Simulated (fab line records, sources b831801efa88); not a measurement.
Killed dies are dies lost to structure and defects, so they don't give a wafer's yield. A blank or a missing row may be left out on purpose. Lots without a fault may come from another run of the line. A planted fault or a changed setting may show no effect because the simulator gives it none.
fab line records | flow sky130
record lots=5 wafers=15 last_day=50
route steps=708 shown LI_CONTACT@375 LOCAL_INTERCONNECT@387 PAD_OPEN@708
lots that met no fault: from a run of the same line without faults
start_h: hours from the record's first day to the start of the lot's first wafer shown | wait_h: hours since the lot's step before | " the same as in the row above | L1.1+2: a row that stands for several wafers | - no value, or no start given | * or withheld: withheld | < > ~ a bound
route shown NAME@n: a module of which the file shows steps, and the number in the route of the first | usual: mean/standard deviation of fault-free wafers | same: alike in all rows | chamber/n: place in a boat | sites: the reading at each site | _std_site: their standard deviation | _edge_site: outer sites' mean less inner sites' | radius_mm: how far each site lies from the wafer's centre | mask NAME#n: copy n | behind: the tool/chamber that last shaped the wafer | hold: why the lot was held/for how many hours/how that ended | device: the transistor (n, p or np) that didn't switch | end of line: the same wafers' tests at the end of the route | a step without rows: its recipe alone | killed: dies lost to structure and defects at the first sort, not the wafer's yield | map: a wafer's dies, x killed, . not, _ none there
set.NAME: the setting as run; set.NAME@STEP: as run at that earlier step | model.NAME: the simulator's own value behind a step, which no gauge read
lots at some steps of the route; a table a step, a row a wafer
services: from which hour (start_h, from the record's first day; less than 0 if before it) a tool's chamber was out of use, for how many hours, and why
## steps
# step SKY_LI_CONTACT_OVL_MEAS_13
# usual LI_CONTACT_OVL=3/5.5
# columns lot.wafer tool chamber start_h wait_h LI_CONTACT_OVL[nm]
L675.2 overlay-01 - 706.94 0.1 0
L675.3 " - " " 2
L675.6 " - " " 0
L676.2 overlay-01 - 746.51 0.1 -2
L676.3 " - " " 4
L676.5 " - " " -2
L687.1 overlay-02 - 819.26 0.1 13
L687.2 " - " " 17
L687.6 " - " " 14
L690.1 overlay-02 - 841.50 0.1 6
L690.2 " - " " 4
L690.5 " - " " 4
L694.2 overlay-02 - 857.21 0.1 1
L694.3 " - " " 8
L694.6 " - " " -4
# step SKY_LI_CONTACT_ETCH_14
# recipe chemistry=N2/H2 target=BARC ion_energy_ev=200 source_w=500 bias_w=100 pressure_mtorr=30 n2_flow_sccm=100 h2_flow_sccm=200 stop_on=SiO2 time_s=45.9 target_depth_a=600
# usual drypump_motor_current_A=5.7/0.41 oes_product_au=0.854/0.005 throttle_valve_pct=13.224/0.0085
# columns lot.wafer tool chamber start_h wait_h drypump_motor_current_A oes_product_au rf_hours_counter_h throttle_valve_pct
L675.2 rie_diel-04 2 706.97 0.0 5.3 0.862 5 13.227
L675.3 " 3 " " 5.6 0.855 6 13.221
L675.6 " 2 " " 5.3 0.846 - 13.219
L676.2 rie_diel-04 1 746.54 0.0 5.6 0.859 4 13.224
L676.3 " 0 " " 6.5 0.855 16 13.219
L676.5 " 0 " " 6.5 0.850 - 13.221
L687.1 rie_diel-03 2 819.30 0.0 5.8 0.852 3 13.235
L687.2 " 0 " " 5.3 0.858 7 13.227
L687.6 " 2 " " 5.8 0.855 - 13.210
L690.1 rie_diel-04 3 841.54 0.0 5.7 0.860 9 13.233
L690.2 " 2 " " 5.4 0.851 7 13.225
L690.5 " 0 " " 6.5 0.844 - 13.209
L694.2 rie_diel-03 0 857.24 0.0 5.2 0.860 8 13.229
L694.3 " 2 " " 5.7 0.861 5 13.238
L694.6 " 0 " " 5.2 0.860 - 13.227
# step SKY_LI_CONTACT_ETCH_15
# recipe target=PSG chemistry=C4F8/O2/Ar stop_on=Si taper_deg=4.15 mask_material=KrF-thick source_w=1500 bias_w=1200 pressure_mtorr=40 c4f8_flow_sccm=withheld O2_flow_sccm=6 Ar_flow_sccm=300 time_s=withheld target_depth_a=6000
# step SKY_LI_CONTACT_STRIP_16
# recipe chemistry=O2/N2 power_w=1400 pressure_mtorr=1500 platen_temp_c=withheld o2_flow_sccm=3000 n2_flow_sccm=300 overash_fraction=0.5
# step SKY_LI_CONTACT_CLEAN_17
# recipe chemistry=NMP time_s=600 temp_c=60 dry=n2_spin
# step SKY_LI_CONTACT_PRE_CLEAN_18
# recipe gas=Ar time_s=5.6 bias_v=358
# step SKY_LI_CONTACT_SPUTTER_19
# recipe material=Ti target_thk_nm=20 chamber_pressure_pa=5 power_w=2500 substrate_temp_c=200 time_s=106.37
# usual substrate_temp_c=200.01/0.17 throttle_valve_pct=30.1/0.94
# columns lot.wafer tool chamber start_h wait_h substrate_temp_c throttle_valve_pct
L675.2 pvd_sputter-02 - 707.40 0.0 199.76 30.1
L675.3 " - " " 200.10 31.0
L675.6 " - " " 200.08 29.2
L676.2 pvd_sputter-03 - 746.96 0.0 199.93 29.1
L676.3 " - " " 200.38 31.2
L676.5 " - " " 200.24 28.6
L687.1 pvd_sputter-03 - 819.72 0.0 200.07 29.0
L687.2 " - " " 200.03 28.3
L687.6 " - " " 200.10 29.6
L690.1 pvd_sputter-04 - 841.96 0.0 200.03 30.9
L690.2 " - " " 200.28 30.3
L690.5 " - " " 199.82 30.7
L694.2 pvd_sputter-02 - 857.68 0.0 200.11 30.9
L694.3 " - " " 200.05 30.0
L694.6 " - " " 200.01 31.0
# step SKY_LI_CONTACT_SPUTTER_20
# recipe material=TiN target_thk_nm=20 chamber_pressure_pa=5 power_w=4000 time_s=80
# usual throttle_valve_pct=30.1/0.92
# columns lot.wafer tool chamber start_h wait_h throttle_valve_pct
L675.2 pvd_sputter-02 - 707.47 0.0 30.4
L675.3 " - " " 30.9
L675.6 " - " " 29.0
L676.2 pvd_sputter-03 - 747.03 0.0 29.0
L676.3 " - " " 31.2
L676.5 " - " " 28.5
L687.1 pvd_sputter-03 - 819.80 0.0 29.1
L687.2 " - " " 28.4
L687.6 " - " " 29.7
L690.1 pvd_sputter-04 - 842.04 0.0 31.2
L690.2 " - " " 30.2
L690.5 " - " " 30.6
L694.2 pvd_sputter-02 - 857.75 0.0 31.0
L694.3 " - " " 30.0
L694.6 " - " " 31.2
# step SKY_LI_CONTACT_CVD_21
# recipe material=W target_thk_nm=400 time_s=120.56 temp_c=400 pressure_torr=40
# usual heater_power_w=820/97
# columns lot.wafer tool chamber start_h wait_h heater_power_w
L675.2 cvd_w-02 1 707.53 0.0 748
L675.3 " 1 " " 760
L675.6 " 1 " " 747
L676.2 cvd_w-02 1 747.10 0.0 752
L676.3 " 0 " " 759
L676.5 " 0 " " 771
L687.1 cvd_w-01 0 819.86 0.0 784
L687.2 " 1 " " 1000
L687.6 " 0 " " 777
L690.1 cvd_w-01 0 842.10 0.0 781
L690.2 " 1 " " 1004
L690.5 " 1 " " 988
L694.2 cvd_w-01 0 857.81 0.0 789
L694.3 " 0 " " 770
L694.6 " 1 " " 1004
# step SKY_LI_CONTACT_RS_MEAS_22
# recipe thk_meas_gauge=four-point-probe reads=W_of_LI_CONTACT_CVD_21+TiN_of_LI_CONTACT_SPUTTER_20+Ti_of_LI_CONTACT_SPUTTER_19
# usual LI_CONTACT_W_RS=0.283/0.0038
# columns lot.wafer tool chamber start_h wait_h LI_CONTACT_W_RS[ohm/sq]
L675.2 film_metro-03 - 707.68 0.1 0.280
L675.3 " - " " 0.279
L675.6 " - " " 0.281
L676.2 film_metro-03 - 747.24 0.1 0.276
L676.3 " - " " 0.284
L676.5 " - " " 0.285
L687.1 film_metro-02 - 819.99 0.1 0.278
L687.2 " - " " 0.280
L687.6 " - " " 0.280
L690.1 film_metro-03 - 842.22 0.1 0.284
L690.2 " - " " 0.286
L690.5 " - " " 0.286
L694.2 film_metro-01 - 857.96 0.1 0.280
L694.3 " - " " 0.276
L694.6 " - " " 0.279
# step SKY_LI_CONTACT_THK_MEAS_23
# recipe thk_meas_gauge=xrf reads=W_of_LI_CONTACT_CVD_21
# usual LI_CONTACT_W_THK=404/6.1
# columns lot.wafer tool chamber start_h wait_h LI_CONTACT_W_THK[nm]
L675.2 film_metro-03 - 707.79 0.1 410
L675.3 " - " " 410
L675.6 " - " " 407
L676.2 film_metro-03 - 747.35 0.1 413
L676.3 " - " " 398
L676.5 " - " " 399
L687.1 film_metro-02 - 820.11 0.1 412
L687.2 " - " " 410
L687.6 " - " " 407
L690.1 film_metro-03 - 842.34 0.1 399
L690.2 " - " " 399
L690.5 " - " " 397
L694.2 film_metro-01 - 858.07 0.1 404
L694.3 " - " " 409
L694.6 " - " " 407
# step SKY_LI_CONTACT_CMP_24
# recipe stop_on=PSG t_overpolish_s=20 down_force_psi=3.5 platen_rpm=60 target_thk_nm=0 pad_velocity_m_s=0.94248
# usual motor_current_A=11.3/1.1 overpolish_run_s=20.000/0.0095 time_to_endpoint_s=96.3/3
# columns lot.wafer tool chamber start_h wait_h motor_current_A overpolish_run_s time_to_endpoint_s
L675.2 cmp-01 1 707.84 0.0 11.3 19.984 93.3
L675.3 " 0 " " 11.1 19.998 96.4
L675.6 " 1 " " 11.1 19.990 91.9
L676.2 cmp-02 3 747.50 0.1 11.5 20.011 102.9
L676.3 " 0 " " 11.8 20.017 99.5
L676.5 " 2 " " 12.4 19.996 95.4
L687.2 cmp-02 3 820.17 0.0 10.8 20.003 100.4
L687.1 " 2 " " 12.1 19.990 96.8
L687.6 " 3 " " 11.8 19.997 95.7
L690.1 cmp-02 0 842.40 0.1 12.0 20.004 98.1
L690.2 " 3 " " 11.3 20.003 98.5
L690.5 " 1 " " 9.1 19.996 93.7
L694.3 cmp-02 0 858.22 0.1 12.1 20.010 98.1
L694.2 " 1 " " 8.7 19.999 96.3
L694.6 " 2 " " 12.1 20.004 96.7
# step SKY_LOCAL_INTERCONNECT_SPUTTER_00
# recipe material=TiN target_thk_nm=100 temp_c=300 power_w=6722 time_s=83.3 chamber_pressure_pa=0.4
# usual substrate_temp_c=300.01/0.19 throttle_valve_pct=30.2/0.76
# columns lot.wafer tool chamber start_h wait_h substrate_temp_c throttle_valve_pct model.TiN_of_LOCAL_INTERCONNECT_SPUTTER_00.thk_nm
L675.2 pvd_sputter-04 - 708.14 0.2 299.74 31.2 103.8
L675.3 " - " " 300.23 30.3 102.1
L675.6 " - " " 300.06 31.3 102.2
L676.2 pvd_sputter-01 - 747.70 0.1 299.91 28.8 102.4
L676.3 " - " " 300.48 29.6 102.5
L676.5 " - " " 300.19 28.8 102
L687.1 pvd_sputter-01 - 820.47 0.1 300.02 30.6 95.95
L687.2 " - " " 300.00 28.6 104
L687.6 " - " " 299.84 30.6 97.02
L690.1 pvd_sputter-02 - 842.70 0.2 299.86 30.9 104.3
L690.2 " - " " 300.15 30.4 104.8
L690.5 " - " " 300.28 30.0 104.3
L694.2 pvd_sputter-04 - 858.42 0.1 299.62 30.7 104.6
L694.3 " - " " 300.23 31.1 104.1
L694.6 " - " " 299.96 30.2 105
# step SKY_LOCAL_INTERCONNECT_RS_MEAS_01
# recipe thk_meas_gauge=four-point-probe reads=TiN_of_LOCAL_INTERCONNECT_SPUTTER_00
# usual LOCAL_INTERCONNECT_TIN_RS=13.70/0.14
# columns lot.wafer tool chamber start_h wait_h hold LOCAL_INTERCONNECT_TIN_RS[ohm/sq]
L675.2 film_metro-04 - 708.22 0.1 - 13.58
L675.3 " - " " - 13.82
L675.6 " - " " - 13.78
L676.2 film_metro-04 - 747.78 0.1 - 13.80
L676.3 " - " " - 13.80
L676.5 " - " " - 13.84
L687.1 film_metro-04 - 820.53 0.0 await_dispo/0.2h/release 14.72
L687.2 " - " " await_dispo/0.2h/release 13.55
L687.6 " - " " await_dispo/0.2h/release 14.62
L687.1 film_metro-04 - 820.81 0.3 - 14.74
L687.2 " - " " - 13.53
L687.6 " - " " - 14.57
L690.1 film_metro-04 - 842.76 0.0 - 13.56
L690.2 " - " " - 13.45
L690.5 " - " " - 13.52
L694.2 film_metro-04 - 858.50 0.1 - 13.48
L694.3 " - " " - 13.56
L694.6 " - " " - 13.42
# step SKY_LOCAL_INTERCONNECT_THK_MEAS_02
# recipe thk_meas_gauge=xrf reads=TiN_of_LOCAL_INTERCONNECT_SPUTTER_00
# usual LOCAL_INTERCONNECT_TIN_THK=102.5/1.1
# columns lot.wafer tool chamber start_h wait_h hold LOCAL_INTERCONNECT_TIN_THK[nm]
L675.2 film_metro-04 - 708.33 0.1 - 103.2
L675.3 " - " " - 101.3
L675.6 " - " " - 101.9
L676.2 film_metro-04 - 747.89 0.1 - 102.0
L676.3 " - " " - 102.1
L676.5 " - " " - 101.9
L687.1 film_metro-04 - 823.44 2.6 await_dispo/0.2h/release 94.7
L687.2 " - " " await_dispo/0.2h/release 103.4
L687.6 " - " " await_dispo/0.2h/release 96.5
L687.1 film_metro-04 - 823.67 0.2 - 95.4
L687.2 " - " " - 103.3
L687.6 " - " " - 96.4
L690.1 film_metro-04 - 842.88 0.1 - 103.8
L690.2 " - " " - 104.5
L690.5 " - " " - 103.9
L694.2 film_metro-04 - 858.61 0.1 - 104.2
L694.3 " - " " - 104.0
L694.6 " - " " - 104.6
# step SKY_LOCAL_INTERCONNECT_HMDS_04
# recipe prime_time_s=60 prime_temp_c=120
# step SKY_LOCAL_INTERCONNECT_COAT_05
# recipe resist=BARC temp_c=withheld time_s=withheld spin_rpm=3000 resist_thk_nm=60
# step SKY_LOCAL_INTERCONNECT_COAT_06
# recipe resist=KrF-thick spin_rpm=3000 resist_thk_nm=450
# step SKY_LOCAL_INTERCONNECT_SOFTBAKE_07
# recipe temp_c=100 time_s=90 resist=KrF-thick
# step SKY_LOCAL_INTERCONNECT_EXPOSE_08
# recipe mask_id=LI1M na=0.8 source_shape=annular sigma_inner=0.55 sigma_outer=0.85 target_cd_nm=170 dose_mj=28
# step SKY_LOCAL_INTERCONNECT_PEB_09
# recipe peb_temp_c=withheld peb_time_s=withheld resist=KrF-thick
# step SKY_LOCAL_INTERCONNECT_DEVELOP_10
# recipe develop_time_s=60 resist=KrF-thick dev_temp_c=21
# step SKY_LOCAL_INTERCONNECT_CD_MEAS_11
# recipe target_cd_nm=170
# usual cd_nm=170.0/1.2
# columns lot.wafer tool chamber start_h wait_h cd_nm
L675.2 cd_sem-02 - 736.36 - 171.3
L675.3 " - " " 171.5
L675.6 " - " " 171.2
L676.2 cd_sem-02 - 774.38 - 169.1
L676.3 " - " " 169.7
L676.5 " - " " 168.6
L687.1 cd_sem-01 - 846.47 - 170.2
L687.2 " - " " 170.4
L687.6 " - " " 171.3
L690.1 cd_sem-01 - 869.86 - 170.1
L690.2 " - " " 171.3
L690.5 " - " " 169.7
L694.2 cd_sem-01 - 885.43 - 171.6
L694.3 " - " " 170.9
L694.6 " - " " 169.4
# step SKY_LOCAL_INTERCONNECT_OVL_MEAS_12
# usual LOCAL_INTERCONNECT_OVL=0/4.6
# columns lot.wafer tool chamber start_h wait_h LOCAL_INTERCONNECT_OVL[nm]
L675.2 overlay-02 - 736.47 0.1 2
L675.3 " - " " 1
L675.6 " - " " 0
L676.2 overlay-02 - 774.48 0.1 0
L676.3 " - " " -2
L676.5 " - " " 4
L687.1 overlay-01 - 846.59 0.1 0
L687.2 " - " " -7
L687.6 " - " " -2
L690.1 overlay-02 - 869.98 0.1 -7
L690.2 " - " " -6
L690.5 " - " " -6
L694.2 overlay-01 - 885.53 0.1 2
L694.3 " - " " 1
L694.6 " - " " 6
# step SKY_LOCAL_INTERCONNECT_ETCH_13
# recipe chemistry=N2/H2 target=BARC ion_energy_ev=200 bias_w=100 pressure_mtorr=30 n2_flow_sccm=100 h2_flow_sccm=200 icp_w=500 stop_on=SiO2 time_s=45.9 target_depth_a=600
# step SKY_LOCAL_INTERCONNECT_METAL_ETCH_14
# recipe target_depth_nm=110 stop_on=PSG chemistry=Cl2/BCl3 target=TiN resist_sidewall_deg=88 pressure_mtorr=10 icp_w=900 bias_w=48.5 Cl2_flow_sccm=60 bcl3_flow_sccm=30 time_s=31.4
# usual drypump_motor_current_A=5.7/0.38 oes_product_au=0.958/0.0068 throttle_valve_pct=21.890/0.0096
# columns lot.wafer tool chamber start_h wait_h drypump_motor_current_A oes_product_au rf_hours_counter_h throttle_valve_pct
L675.2 rie_metal-03 0 736.56 0.0 5.0 0.962 14 21.874
L675.3 " 1 " " 5.5 0.963 - 21.895
L675.6 " 1 " " 5.5 0.947 - 21.898
L676.2 rie_metal-01 0 774.58 0.0 6.1 0.954 10 21.899
L676.3 " 1 " " 5.4 0.961 - 21.889
L676.5 " 1 " " 5.5 0.958 - 21.899
L687.1 rie_metal-01 1 846.69 0.0 5.5 0.908 7 21.926
L687.2 " 0 " " 6.0 0.959 13 21.889
L687.6 " 1 " " 5.4 0.920 - 21.899
L690.1 rie_metal-01 0 870.08 0.0 6.0 0.970 14 21.886
L690.2 " 1 " " 5.4 0.971 8 21.882
L690.5 " 0 " " 6.1 0.967 - 21.873
L694.2 rie_metal-04 1 885.71 0.1 5.8 0.965 - 21.911
L694.3 " 1 " " 5.8 0.963 - 21.887
L694.6 " 1 " " 5.8 0.971 - 21.881
# step SKY_LOCAL_INTERCONNECT_STRIP_15
# recipe chemistry=O2/N2 power_w=1400 pressure_mtorr=1500 platen_temp_c=withheld o2_flow_sccm=3000 n2_flow_sccm=300 overash_fraction=0.5
# step SKY_LOCAL_INTERCONNECT_STRIP_16
# recipe chemistry=post_etch_residue_remover time_s=1200 temp_c=72.5
# columns lot.wafer tool chamber start_h wait_h model.TiN_of_LOCAL_INTERCONNECT_SPUTTER_00.thk_nm
L675.2 wet_bench-02 1 736.71 0.1 103.4
L675.3 " 1 " " 101.7
L675.6 " 1 " " 101.8
L676.2 wet_bench-02 1 774.73 0.1 102
L676.3 " 1 " " 102.1
L676.5 " 1 " " 101.6
L687.1 wet_bench-02 3 846.84 0.1 95.53
L687.2 " 3 " " 103.6
L687.6 " 3 " " 96.6
L690.1+5 wet_bench-03 1 870.23 0.1 103.9
L690.2 " 1 " " 104.3
L694.2 wet_bench-04 1 885.89 0.1 104.1
L694.3 " 1 " " 103.7
L694.6 " 1 " " 104.6
# step SKY_LOCAL_INTERCONNECT_CLEAN_17
# recipe chemistry=IPA time_s=180 temp_c=25
# step SKY_PAD_OPEN_PROBE_99
# usual killed_at_M0_to_M3=44/6.2 killed_at_M4_up=3.3/1.8 killed_at_contacts=25/5.8 killed_at_front_end=15/4 killed_at_other=0.3/0.49 killed_dies=88/8.8 killed_open=48/6.5 killed_short=39/6.3
# same gross_dies=492 killed_at_back_side=0
# columns lot.wafer tool chamber start_h wait_h killed_at_M0_to_M3 killed_at_M4_up killed_at_contacts killed_at_front_end killed_at_other killed_dies killed_open killed_short model.etest.res_li.line_ohm_um model.etest.res_li.rs_ohm_sq
L675.2 prober-02 - 1101.48 0.1 50 6 24 18 0 98 50 48 74.13 12.75
L675.3 prober-02 - 1101.53 0.2 52 2 35 21 1 111 60 51 75.58 12.95
L675.6 prober-02 - 1101.68 0.2 38 5 14 15 2 74 43 31 76.16 12.9
L676.2 prober-01 - 1128.31 0.1 37 1 22 12 0 72 40 32 75.77 12.87
L676.3 prober-01 - 1128.36 0.2 45 6 21 14 0 86 48 38 75.76 12.85
L676.5 prober-01 - 1128.46 0.2 39 0 24 24 0 87 43 44 75.89 12.83
L687.1 prober-02 - 1182.67 0.1 49 2 24 11 1 87 48 39 80.8 13.78
L687.2 prober-02 - 1182.72 0.1 46 5 23 23 1 98 60 35 74.47 12.64
L687.6 prober-02 - 1182.92 0.2 43 3 26 10 0 82 42 39 80.24 13.57
L690.1 prober-01 - 1195.18 0.1 40 3 33 16 0 92 51 41 73.98 12.67
L690.2 prober-01 - 1195.23 0.1 50 2 11 10 0 73 35 38 73.28 12.62
L690.5 prober-01 - 1195.38 0.2 38 2 26 11 0 77 42 35 74.2 12.62
L694.2 prober-02 - 1204.32 0.1 51 7 27 17 0 102 58 42 72.93 12.6
L694.3 prober-02 - 1204.37 0.2 46 2 38 16 0 102 54 47 73.69 12.63
L694.6 prober-02 - 1204.52 0.2 39 2 31 12 0 84 48 34 73.58 12.58
# killed by level:class
L675.2 CONTACT:geometric_particle:open=9 METAL1:geometric_particle:short=9 VIA1:geometric_particle:open=8 VIA2:geometric_particle:open=7 CONTACT:geometric_particle:short=6 VIA3:geometric_particle:open=6 LI_CONTACT:geometric_particle:open=5 METAL4:geometric_particle:short=5
L675.3 CONTACT:geometric_particle:open=14 VIA1:geometric_particle:short=10 LI_CONTACT:geometric_particle:open=9 VIA1:geometric_particle:open=8 METAL2:geometric_particle:short=8 POLY_GATE:geometric_particle:open=7 METAL1:geometric_particle:short=7 VIA3:geometric_particle:open=7
L675.6 VIA2:geometric_particle:open=7 VIA1:geometric_particle:open=6 LOCAL_INTERCONNECT:geometric_particle:short=5 CONTACT:geometric_particle:open=5 METAL2:geometric_particle:open=5 FIELD_ISO:geometric_particle:open=4 METAL1:geometric_particle:short=4 POLY_GATE:geometric_particle:open=3
L676.2 CONTACT:geometric_particle:open=8 POLY_GATE:geometric_particle:open=6 METAL2:geometric_particle:short=6 LI_CONTACT:geometric_particle:open=5 VIA1:geometric_particle:short=5 VIA2:geometric_particle:open=5 METAL1:geometric_particle:short=4 VIA3:geometric_particle:open=4
L676.3 VIA1:geometric_particle:open=13 CONTACT:geometric_particle:short=8 VIA3:geometric_particle:open=8 VIA1:geometric_particle:short=7 CONTACT:geometric_particle:open=6 LI_CONTACT:geometric_particle:open=5 POLY_GATE:geometric_particle:open=4 VIA3:geometric_particle:short=4
L676.5 POLY_GATE:geometric_particle:short=9 CONTACT:geometric_particle:open=9 VIA1:geometric_particle:open=9 POLY_GATE:geometric_particle:open=7 LOCAL_INTERCONNECT:geometric_particle:short=5 CONTACT:geometric_particle:short=5 VIA3:geometric_particle:short=5 METAL1:geometric_particle:short=5
L687.1 VIA1:geometric_particle:open=16 CONTACT:geometric_particle:open=9 VIA2:geometric_particle:open=7 METAL1:geometric_particle:short=7 METAL2:geometric_particle:short=6 CONTACT:geometric_particle:short=5 LOCAL_INTERCONNECT:geometric_particle:short=5 POLY_GATE:geometric_particle:short=4
L687.2 VIA2:geometric_particle:open=10 VIA3:geometric_particle:open=10 CONTACT:geometric_particle:open=9 FIELD_ISO:geometric_particle:open=7 POLY_GATE:geometric_particle:open=7 METAL2:geometric_particle:short=6 LI_CONTACT:geometric_particle:open=6 VIA1:geometric_particle:open=6
L687.6 LI_CONTACT:geometric_particle:open=10 VIA3:geometric_particle:open=9 CONTACT:geometric_particle:open=7 CONTACT:geometric_particle:short=6 VIA2:geometric_particle:short=5 VIA1:geometric_particle:short=5 METAL1:geometric_particle:short=4 VIA1:geometric_particle:open=4
L690.1 LI_CONTACT:geometric_particle:open=11 CONTACT:geometric_particle:open=11 VIA1:geometric_particle:open=8 METAL1:geometric_particle:short=7 LOCAL_INTERCONNECT:geometric_particle:short=5 METAL2:geometric_particle:short=5 VIA3:geometric_particle:short=5 FIELD_ISO:geometric_particle:open=4
L690.2 VIA2:geometric_particle:open=9 VIA1:geometric_particle:open=8 METAL1:geometric_particle:short=7 VIA3:geometric_particle:open=7 METAL2:geometric_particle:short=7 CONTACT:geometric_particle:open=5 LOCAL_INTERCONNECT:geometric_particle:short=4 VIA2:geometric_particle:short=4
L690.5 LI_CONTACT:geometric_particle:open=8 CONTACT:geometric_particle:open=7 METAL2:geometric_particle:short=6 VIA3:geometric_particle:open=6 METAL1:geometric_particle:short=6 VIA1:geometric_particle:short=6 VIA1:geometric_particle:open=6 LOCAL_INTERCONNECT:geometric_particle:short=4
L694.2 VIA1:geometric_particle:open=12 VIA2:geometric_particle:open=12 CONTACT:geometric_particle:open=11 METAL1:geometric_particle:short=7 METAL4:geometric_particle:short=6 POLY_GATE:geometric_particle:open=6 VIA3:geometric_particle:open=6 LI_CONTACT:geometric_particle:open=5
L694.3 CONTACT:geometric_particle:open=17 VIA1:geometric_particle:open=10 VIA1:geometric_particle:short=8 METAL2:geometric_particle:short=7 POLY_GATE:geometric_particle:open=6 CONTACT:geometric_particle:short=6 LI_CONTACT:geometric_particle:short=6 LI_CONTACT:geometric_particle:open=6
L694.6 VIA1:geometric_particle:open=11 CONTACT:geometric_particle:open=10 LI_CONTACT:geometric_particle:open=9 VIA1:geometric_particle:short=9 VIA2:geometric_particle:open=6 CONTACT:geometric_particle:short=6 POLY_GATE:geometric_particle:short=4 VIA3:geometric_particle:open=4
## services
# columns tool chamber start_h hours kind
rie_metal-01 1 697.67 35.3 repair
cvd_w-01 1 700.12 15.2 repair
rie_diel-03 2 701.85 4.1 repair
cmp-02 - 713.23 2.3 repair
rie_metal-01 0 715.94 15.1 repair
rie_diel-03 0 722.30 9.9 repair
rie_metal-01 - 722.54 1.8 repair
cvd_w-01 - 724.68 0.9 repair
cvd_w-02 1 733.72 6.7 repair
pvd_sputter-03 - 733.95 5.3 repair
rie_diel-04 - 734.24 5.0 repair
cvd_w-01 - 761.34 1.2 repair
rie_diel-04 0 766.75 5.5 repair
wet_bench-02 - 788.63 1.9 pm
pvd_sputter-04 - 793.16 3.3 repair
cmp-02 - 801.44 1.0 repair
rie_diel-04 0 808.99 5.2 repair
rie_diel-04 0 819.92 6.6 repair
pvd_sputter-02 - 830.20 2.3 repair
cvd_w-01 - 833.26 1.5 repair
cmp-02 - 845.36 4.0 pm
rie_metal-01 1 855.46 4.4 repair
rie_diel-04 2 877.25 8.9 repair
pvd_sputter-04 - 881.60 1.9 repair
## key
first_sign step=SKY_LOCAL_INTERCONNECT_RS_MEAS_01 reading=visit direction=added
effect step=SKY_LOCAL_INTERCONNECT_RS_MEAS_01 reading=LOCAL_INTERCONNECT_TIN_RS direction=up sigmas=6.9 usual=13.70 struck=14.67
effect step=SKY_LOCAL_INTERCONNECT_THK_MEAS_02 reading=visit direction=added
effect step=SKY_LOCAL_INTERCONNECT_THK_MEAS_02 reading=LOCAL_INTERCONNECT_TIN_THK direction=down sigmas=6.5 usual=102.5 struck=95.6
effect step=SKY_LOCAL_INTERCONNECT_METAL_ETCH_14 reading=oes_product_au direction=down sigmas=6.4 usual=0.958 struck=0.914
model_effect step=SKY_LOCAL_INTERCONNECT_SPUTTER_00 value=TiN_of_LOCAL_INTERCONNECT_SPUTTER_00.thk_nm without=103.4 struck=96.48
model_effect step=SKY_LOCAL_INTERCONNECT_STRIP_16 value=TiN_of_LOCAL_INTERCONNECT_SPUTTER_00.thk_nm without=103 struck=96.06
model_effect step=SKY_PAD_OPEN_PROBE_99 value=etest.res_li.line_ohm_um without=74.99 struck=80.52
met_at SKY_LOCAL_INTERCONNECT_SPUTTER_00
struck_wafers L687.1,L687.6
tester_left_out L687
fault kind=process_parameter_drift tool=pvd_sputter-01 chamber=- onset_h=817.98 steps=SKY_LOCAL_INTERCONNECT_SPUTTER_00 channel=target_thk_nm offset=-6.6607 shape=step end_h=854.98 acts_in=these_recipes_only stated=100 scope=struck_wafers_only
# tester_left_out: of these lots the tester's yield and bins aren't shown, on N5 and GAA mostly nor the transistor test; their killed dies are dies lost to structure and defects alone, not to doping, threshold or leakage, so they don't give the yield
